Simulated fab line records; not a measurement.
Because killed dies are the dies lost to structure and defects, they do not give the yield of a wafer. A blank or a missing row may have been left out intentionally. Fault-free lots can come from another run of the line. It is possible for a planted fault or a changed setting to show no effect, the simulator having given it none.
The tool behind it: which one? + flow sky130 + 14 lots with 42 wafers sampled at 3 steps, on a route of 708 steps

== WHAT THE GAUGES READ, wafer by wafer ==
SKY_LOCAL_INTERCONNECT_OVL_MEAS_12. Usual: LOCAL_INTERCONNECT_OVL -4 nm, standard deviation 5.1.
| lot  | measured     | on         | LOCAL_INTERCONNECT_OVL (nm) | flag |
|------|--------------|------------|-----------------------------|------|
| L163 | day 31 05:48 | overlay-01 | -7 -1 -11                   |      |
| L164 | day 31 16:06 | overlay-01 | 2 -4 0                      |      |
| L166 | day 31 16:53 | overlay-01 | -6 -3 -5                    |      |
| L175 | day 35 00:15 | overlay-01 | -5 -1 -6                    |      |
| L176 | day 35 06:15 | overlay-01 | -6 -5 2                     |      |
| L177 | day 35 07:31 | overlay-01 | -8 -9 -3                    |      |
| L178 | day 36 00:12 | overlay-01 | -7 -6 -4                    |      |
| L179 | day 36 05:19 | overlay-02 | -7 -7 -1                    |      |
| L180 | day 36 13:10 | overlay-02 | 0 4 -1                      |      |
| L182 | day 37 04:33 | overlay-02 | -2 0 1                      |      |
| L183 | day 37 07:04 | overlay-01 | -13 -13 -5                  |      |
| L184 | day 37 10:45 | overlay-02 | -15 -17 -6                  |      |

SKY_VIA2_OVL_MEAS_13. Usual: VIA2_OVL -2 nm, standard deviation 6.1.
| lot  | measured     | on         | VIA2_OVL (nm) | flag |
|------|--------------|------------|---------------|------|
| L163 | day 37 01:21 | overlay-02 | -4 1 -1       |      |
| L164 | day 37 10:31 | overlay-02 | -19 -10 -7    |      |
| L166 | day 37 11:06 | overlay-01 | 1 -8 1        |      |
| L175 | day 40 17:39 | overlay-02 | -2 4 2        |      |
| L176 | day 40 21:34 | overlay-01 | 0 -5 -7       |      |
| L177 | day 40 23:31 | overlay-02 | 5 3 0         |      |
| L178 | day 41 13:55 | overlay-01 | 7 0 5         |      |
| L179 | day 41 18:52 | overlay-02 | 8 1 12        |      |
| L180 | day 42 03:19 | overlay-02 | -8 2 3        |      |
| L182 | day 42 16:36 | overlay-02 | -8 3 2        |      |
| L183 | day 42 19:07 | overlay-02 | -8 5 -5       |      |
| L184 | day 42 21:51 | overlay-01 | -13 -6 -5     |      |

== TOOL THAT RAN EACH LOT (tool first, then ch and the chambers of the sampled wafers, then the start) ==
| lot  | SKY_POLY_GATE_PEB_11              |
|------|-----------------------------------|
| L163 | litho-track-02 ch 0, day 17 05:00 |
| L164 | litho-track-02 ch 0, day 17 16:00 |
| L166 | litho-track-04 ch 0, day 17 19:00 |
| L168 | litho-track-02, day 18 15:00      |
| L167 | litho-track-01, day 18 16:00      |
| L175 | litho-track-01 ch 0, day 21 16:00 |
| L176 | litho-track-04 ch 0, day 21 20:00 |
| L177 | litho-track-04 ch 0, day 22 02:00 |
| L178 | litho-track-02 ch 0, day 22 15:00 |
| L179 | litho-track-02 ch 0, day 22 23:00 |
| L180 | litho-track-02 ch 0, day 23 09:00 |
| L182 | litho-track-01 ch 0, day 24 02:00 |
| L183 | litho-track-04 ch 0, day 24 04:00 |
| L184 | litho-track-01 ch 0, day 24 10:00 |
- SKY_POLY_GATE_PEB_11

== WHAT THE TOOLS THEMSELVES READ (means of the sampled wafers that have a number; where no wafer has one, the mark that the record gives instead) ==
SKY_POLY_GATE_PEB_11. Usual: 45.0 Pa for exhaust-pa, sd 0.79.
| lot  | tool           | exhaust-pa (Pa) | flag |
|------|----------------|-----------------|------|
| L163 | litho-track-02 | 44.9            |      |
| L164 | litho-track-02 | 45.4            |      |
| L166 | litho-track-04 | 44.6            |      |
| L168 | litho-track-02 | -               | OFF  |
| L167 | litho-track-01 | -               | OFF  |
| L175 | litho-track-01 | 44.2            |      |
| L176 | litho-track-04 | 44.4            |      |
| L177 | litho-track-04 | 45.7            |      |
| L178 | litho-track-02 | 45.9            |      |
| L179 | litho-track-02 | 44.4            |      |
| L180 | litho-track-02 | 45.6            |      |
| L182 | litho-track-01 | 45.2            |      |
| L183 | litho-track-04 | 45.5            |      |
| L184 | litho-track-01 | 45.6            |      |

== THE ANSWER, worked out from the rows above alone ==
Rule: take the mean of a lot's wafers that have a number; if it is more than 3 standard deviations from the usual mean, the lot is off. A lot without any number at a reading at which 4 lots or more have one is off too. The other lots that the step has rows for count as sound. After the gauges, taken in route order, come the tools' own readings; for these a lot's mean is taken, as printed above. At the first step where some lot is off, the reading lying furthest off is the one used; lots without a number count as furthest.
Off: L168, L167 (SKY_POLY_GATE_PEB_11, exhaust-pa). Without a number there: L168, L167.
A tool fits if, at that step or a process step before it, it ran every lot that is off, and no sound lot after the first of them. Not one of the candidates tried fits.

== WHAT HAD BEEN PUT IN BY THE SIMULATOR ==
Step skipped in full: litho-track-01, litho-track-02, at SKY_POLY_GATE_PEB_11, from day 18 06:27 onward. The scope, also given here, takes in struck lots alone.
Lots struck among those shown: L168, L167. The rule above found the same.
